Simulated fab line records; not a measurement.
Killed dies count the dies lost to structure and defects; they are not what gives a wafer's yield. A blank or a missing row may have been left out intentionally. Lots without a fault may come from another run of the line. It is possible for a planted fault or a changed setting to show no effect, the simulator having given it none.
A single fault, viewed from 2 desks | flow gf180mcu | each desk has only its own numbers; what lay behind them comes last

== THE TOOL OWNER'S DESK: lithoTrack-01 ==
The tool's own readings at GF_NSD_DEVELOP_06 (develop time 60 s): means of the sampled wafers that have a number, for each lot that ran on this tool. The brackets show how far a lot's mean lies from the usual mean; more than 4 standard deviations puts the lot out of limits, marked OUT.
Columns: A = exhaustPa at GF_NSD_DEVELOP_06, usual 45.1 Pa
lot  | first seen here | A
L472 | day 13 08:29    | 44.9
L474 | day 14 06:15    | 44.8
L475 | day 14 12:20    | 44.3
L482 | day 17 03:21    | 44.4
L484 | day 17 14:13    | 43.7
L491 | day 19 22:19    | 46.8
L493 | day 20 10:46    | 44.7
L495 | day 21 03:30    | 44.8
This desk's verdict: no lot among the 8 shows anything out of limits.

== FROM THE METROLOGY DESK ==
Lot by lot, what the gauges showed, no matter which tool ran the lot: averages of those sampled wafers that carry a number. The brackets show how far a lot's mean lies from the usual mean; more than 4 standard deviations puts the lot out of limits, marked OUT.
Columns: A = cdNm at GF_POLY_GATE_CD_MEAS_18, usual 280.0 nm; B = HV_LDD_TW at GF_HV_LDD_TW_MEAS_11, usual 2409; C = HV_LDD_CVD_56_THK at GF_HV_LDD_THK_MEAS_57, usual 90.3 nm; D = cdNm at GF_NSD_CD_MEAS_07, usual 399.8 nm
lot  | first seen here | A     | B    | C    | D
L472 | day 9 07:19     | 279.4 | 2416 | 88.9 | 399.9
L473 | day 9 17:23     | 282.3 | 2416 | 90.7 | 400.2
L474 | day 10 00:23    | 278.3 | 2413 | 89.8 | 398.4
L475 | day 10 03:43    | 278.9 | 2383 | 90.0 | 401.4
L476 | day 10 13:03    | 281.2 | 2420 | 89.3 | 397.9
L482 | day 12 14:51    | 279.1 | 2428 | 90.5 | 298.2 (-48) OUT
L484 | day 12 22:46    | 277.6 | 2423 | 89.9 | 300.0 (-48) OUT
L487 | day 13 22:42    | 279.0 | 2430 | 91.3 | 399.6
L488 | day 14 03:26    | 279.9 | 2383 | 89.3 | 397.8
L489 | day 14 10:49    | 280.0 | 2370 | 90.4 | 397.5
L491 | day 15 00:08    | 280.9 | 2369 | 89.4 | 402.8
L493 | day 15 11:49    | 280.0 | 2403 | 90.6 | 397.4
L494 | day 15 19:12    | 282.0 | 2404 | 90.2 | 402.5
L495 | day 16 00:41    | 279.5 | 2407 | 90.0 | 401.6
This desk's verdict: out of limits on L482, L484, starting with L482 at day 17 03:29 (cdNm at GF_NSD_CD_MEAS_07). Within limits: L472, L473, L474, L475, L476, L487, L488, L489, L491, L493, L494, L495.

== ALL TOGETHER ==
L482, L484 would have let the metrology desk raise an alarm at day 17 03:29.
The tool owner's desk saw nothing out of limits.
Tool owner's desk: L482, L484 on record, inside its limits.
Every lot named ran GF_NSD_DEVELOP_06 on lithoTrack-01.

== WHAT WAS PUT IN BY THE SIMULATOR ==
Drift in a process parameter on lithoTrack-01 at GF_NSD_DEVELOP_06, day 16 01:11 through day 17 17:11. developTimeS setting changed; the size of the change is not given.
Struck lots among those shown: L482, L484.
Time in hours between the start of the fault and the first out-of-limits reading at each desk: metrology desk, 26.
